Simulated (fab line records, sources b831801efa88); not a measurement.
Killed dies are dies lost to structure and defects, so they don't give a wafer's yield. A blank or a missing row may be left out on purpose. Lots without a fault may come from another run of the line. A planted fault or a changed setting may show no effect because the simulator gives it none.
Which tool did it? | flow sky130 | 13 lots, 39 wafers sampled, at 1 step of a route of 708

WHAT THE GAUGES READ, wafer by wafer
SKY_POLY_GATE_OVL_MEAS_14. Usual: POLY_GATE_OVL -2 nm, standard deviation 5.5.
lot  | measured     | on         | POLY_GATE_OVL (nm) | flag
L547 | day 17 10:52 | overlay-01 | -3 -2 -3           |
L546 | day 17 11:02 | overlay-02 | -5 -3 2            |
L548 | day 17 22:23 | overlay-02 | -1 1 -2            |
L554 | day 19 20:13 | overlay-01 | -6 -4 -3           |
L555 | day 20 05:26 | overlay-01 | -1 -7 4            |
L556 | day 21 00:16 | overlay-01 | 6 5 2              |
L559 | day 22 01:53 | overlay-01 | 0 2 -1             |
L560 | day 22 12:00 | overlay-01 | 9 15 9             |
L562 | day 22 19:43 | overlay-02 | -11 2 -6           |
L564 | day 23 15:10 | overlay-02 | 2 -2 -3            |
L565 | day 23 16:10 | overlay-02 | -11 -7 -16         |
L567 | day 25 23:28 | overlay-02 | -7 0 -7            |
L566 | day 26 02:46 | overlay-02 | 0 1 5              |

WHICH TOOL RAN EACH LOT (tool, then ch and the chambers of the sampled wafers, then the start)
The record holds no process step before these readings.

WHAT THE TOOLS THEMSELVES READ (means of the sampled wafers that have a number; where no wafer has one, the mark that the record gives instead)
The record holds no such reading with a usual standard deviation.

THE ANSWER, worked out from the rows above alone
Rule: a lot is off if the mean of its wafers that have a number lies more than 3 standard deviations from the usual mean. A lot without any number at a reading at which 4 lots or more have one is off too. The other lots that the step has rows for count as sound. The gauges are gone through in route order, then the tools' own readings, and for those a lot's mean is taken as printed above. The first step at which some lot is off is used, and at that step the reading that is off furthest; a lot without a number counts as furthest.
No lot is off at any reading shown: from this, nothing can be told.

WHAT THE SIMULATOR HAD PUT IN
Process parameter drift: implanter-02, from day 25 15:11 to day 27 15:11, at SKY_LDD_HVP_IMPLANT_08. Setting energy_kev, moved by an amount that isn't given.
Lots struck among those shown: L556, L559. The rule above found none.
